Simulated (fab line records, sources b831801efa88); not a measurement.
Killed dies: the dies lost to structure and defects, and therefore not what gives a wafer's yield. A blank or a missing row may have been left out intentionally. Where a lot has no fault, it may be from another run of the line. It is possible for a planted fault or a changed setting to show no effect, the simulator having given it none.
Chamber matching | flow gf180mcu | GF_V1_ETCH_16 on rie-diel-01: 4 sister chambers
The step etches BARC in N2/H2. 8 wafers are shown with their chamber, then 12 later ones without.

== WAFERS PAIRED WITH THEIR CHAMBERS ==
wafer  | chamber | drypump-motor-current-A (A) | throttle-valve-pct (%)
L085.1 | 3       | 5.9                         | 13.238
L088.3 | 3       | 5.9                         | 13.234
L088.6 | 2       | 5.8                         | 13.225
L089.5 | 0       | 5.9                         | 13.233
L089.6 | 1       | 5.3                         | 13.215
L094.1 | 0       | 6.0                         | 13.227
L094.2 | 2       | 5.8                         | 13.219
L094.3 | 1       | 5.3                         | 13.220

== WAFERS WITH NO CHAMBER GIVEN ==
wafer  | drypump-motor-current-A (A) | throttle-valve-pct (%)
L094.4 | 5.9                         | 13.216
L094.5 | 5.7                         | 13.222
L094.6 | 5.9                         | 13.223
L096.1 | 5.9                         | 13.225
L096.2 | 5.7                         | 13.238
L096.3 | 5.2                         | 13.237
L096.4 | 6.0                         | 13.216
L096.5 | 5.9                         | 13.225
L096.6 | 5.7                         | 13.222
L097.1 | 6.0                         | 13.225
L097.2 | 5.3                         | 13.237
L097.6 | 6.0                         | 13.230

== EACH ONE'S CHAMBER ==
wafer  | from the rows above          | in truth
L094.4 | can't be placed: 2 or 0      | 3
L094.5 | 2                            | 2
L094.6 | can't be placed: 0 or 2 or 3 | 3
L096.1 | can't be placed: 0 or 3 or 2 | 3
L096.2 | can't be placed: 2 or 3      | 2
L096.3 | 1                            | 1
L096.4 | can't be placed: 0 or 2      | 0
L096.5 | can't be placed: 0 or 3 or 2 | 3
L096.6 | 2                            | 2
L097.1 | 0                            | 0
L097.2 | 1                            | 1
L097.6 | can't be placed: 0 or 3      | 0
Placed correctly: 5 of 12. Cannot be placed on the basis of these rows: 7; the candidates contain the true chamber in 6. 0 placed wrongly.
How it was worked out, from the rows above alone: a wafer's distance from a chamber is the root of the sum, over the readings, of the square of ((its reading less the chamber's mean) divided by the reading's scatter). If the next closest chamber is less than 2 further off than the closest, the wafer can't be placed; otherwise it belongs to the closest. For every chamber, the mean is computed from those of its wafers that are shown. The scatter: take each reading less its chamber's mean, square it, sum over the shown wafers, divide by the number of wafers less the number of chambers, and take the root.
